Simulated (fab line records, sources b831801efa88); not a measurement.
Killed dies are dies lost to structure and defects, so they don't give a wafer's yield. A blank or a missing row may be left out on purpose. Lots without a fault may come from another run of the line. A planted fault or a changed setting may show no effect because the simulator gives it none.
Which tool did it? | flow sky130 | 13 lots, 37 wafers sampled, at 4 steps of a route of 708

WHAT THE GAUGES READ, wafer by wafer
SKY_SONOS_TUNNEL_OVL_MEAS_08.
lot  | measured     | on         | SONOS_TUNNEL_OVL (nm)
L525 | day 12 02:30 | overlay-01 | 0.5 1.7 -0.5
L526 | day 12 11:49 | overlay-02 | 0.6 0.1 1.0
L527 | day 12 14:09 | overlay-01 | 0.5 -0.1 1.9
L528 | day 12 23:32 | overlay-01 | 2.7 2.7 2.5
L529 | day 13 03:44 | overlay-01 | 0.8 1.6 1.5
L530 | day 13 08:32 | overlay-01 | 1.2 1.7 -0.4
L533 | day 14 13:42 | overlay-01 | 3.8 3.4
L535 | day 14 22:03 | overlay-01 | 1.3 1.7 1.9
L538 | day 16 08:15 | overlay-02 | -0.8 -1.2 -0.1
L539 | day 16 16:52 | overlay-01 | 1.9 1.0 1.3
L540 | day 16 21:05 | overlay-01 | 1.2 0.7 3.6
L544 | day 18 13:34 | overlay-02 | -0.3 1.1 1.2
L548 | day 19 08:11 | overlay-01 | 0.4 0.7

SKY_POLY_GATE_THK_MEAS_21.
lot  | measured     | on            | POLY_GATE_OXIDATION_THK (nm)
L525 | day 17 12:36 | film_metro-03 | 3.98 4.10 4.05
L526 | day 17 21:50 | film_metro-01 | 3.94 3.94 4.00
L527 | day 17 19:31 | film_metro-02 | 4.08 4.07 4.17
L528 | day 18 07:39 | film_metro-02 | 4.10 4.07 4.06
L529 | day 18 11:04 | film_metro-02 | 4.07 4.04 4.08
L530 | day 18 19:39 | film_metro-01 | 4.01 4.11 4.07
L533 | day 20 05:46 | film_metro-01 | 4.00 3.97
L535 | day 20 12:05 | film_metro-01 | 3.97 4.01 3.84
L538 | day 22 07:19 | film_metro-02 | 6.48 6.61 6.50 6.50 6.59 6.51
L539 | day 22 08:44 | film_metro-03 | 6.45 6.42 6.55 6.44 6.47 6.53
L540 | day 22 16:50 | film_metro-01 | 4.12 4.16 4.09
L544 | day 24 04:54 | film_metro-03 | 3.98 4.00 4.05
L548 | day 24 22:38 | film_metro-03 | 4.06 4.10

SKY_LDD_HVN_OVL_MEAS_07.
lot  | measured     | on         | LDD_HVN_OVL (nm)
L525 | day 21 09:44 | overlay-01 | 2.5 -0.3 0.7
L526 | day 21 20:41 | overlay-02 | -0.5 -1.4 -0.1
L527 | day 21 17:05 | overlay-02 | 2.4 0.2 1.5
L528 | day 22 05:41 | overlay-01 | -1.1 0.7 0.3
L529 | day 22 09:35 | overlay-01 | 0.7 0.4 0.0
L530 | day 22 17:23 | overlay-01 | 1.0 -0.4 -1.0
L533 | day 24 03:47 | overlay-02 | 0.2 0.3
L535 | day 24 08:24 | overlay-02 | 1.1 1.6 0.2
L538 | day 25 22:11 | overlay-01 | 0.6 1.9 1.0
L539 | day 26 01:11 | overlay-01 | 0.7 1.1 1.8
L540 | day 26 10:25 | overlay-02 | -0.5 0.2 -0.1
L544 | day 27 21:23 | overlay-01 | 2.7 3.7 1.8
L548 | day 28 13:31 | overlay-02 | 0.1 -0.3

WHICH TOOL RAN EACH LOT (tool, then ch and the chambers of the sampled wafers, then the start)
lot  | SKY_POLY_GATE_OXIDATION_20
L525 | furnace-02 ch 0, day 17 11:21
L526 | furnace-01 ch 0, day 17 20:35
L527 | furnace-02 ch 0, day 17 18:16
L528 | furnace-01 ch 0, day 18 06:23
L529 | furnace-01 ch 0, day 18 09:47
L530 | furnace-01 ch 0, day 18 18:24
L533 | furnace-02 ch 0, day 20 04:31
L535 | furnace-01 ch 0, day 20 10:50
L538 | furnace-02 ch 0, day 22 03:24
L539 | furnace-02 ch 0, day 22 06:04
L540 | furnace-01 ch 0, day 22 15:34
L544 | furnace-02 ch 0, day 24 03:38
L548 | furnace-02 ch 0, day 24 21:22
- SKY_POLY_GATE_OXIDATION_20: stabilise 600 s, purge 300 s, target thk 4 nm.

WHAT THE TOOLS THEMSELVES READ (means of the sampled wafers that have a number; where no wafer has one, the mark that the record gives instead)
SKY_POLY_GATE_OXIDATION_20.
lot  | tool       | spike_tc_lower_C (C)
L525 | furnace-02 | 851.4
L526 | furnace-01 | 848.9
L527 | furnace-02 | 850.4
L528 | furnace-01 | 848.2
L529 | furnace-01 | 848.2
L530 | furnace-01 | 848.2
L533 | furnace-02 | 850.2
L535 | furnace-01 | 847.8
L538 | furnace-02 | 850.0
L539 | furnace-02 | 850.1
L540 | furnace-01 | 849.9
L544 | furnace-02 | 850.1
L548 | furnace-02 | 848.5

THE ANSWER, worked out from the rows above alone
Rule: what is usual is taken from the lots themselves. Put in order of their means at a reading, lots are off if they are a third of the lots or fewer, leave a main group of 4 or more, and stand apart from it by a gap of 3 or more times the standard deviation of the main group's means; of several such gaps the widest counts. A main group whose means are all the same, to the digits that the tables above print for the reading, isn't used. A lot without any number at a reading at which 4 lots or more have one is off too. The other lots that the step has rows for count as sound. The gauges are gone through in route order, then the tools' own readings, and for those a lot's mean is taken as printed above. The first step at which some lot is off is used, and at that step the reading that is off furthest; a lot without a number counts as furthest.
Off: L538, L539, at SKY_POLY_GATE_THK_MEAS_21 (POLY_GATE_OXIDATION_THK). The main group: mean 4.04 nm, standard deviation 0.057.
A tool fits if, at a process step before that reading, it ran every lot that is off, and no sound lot after the first of them. The gauges at SKY_POLY_GATE_THK_MEAS_21 are tried like those tools. None of those tried fits.

WHAT THE SIMULATOR HAD PUT IN
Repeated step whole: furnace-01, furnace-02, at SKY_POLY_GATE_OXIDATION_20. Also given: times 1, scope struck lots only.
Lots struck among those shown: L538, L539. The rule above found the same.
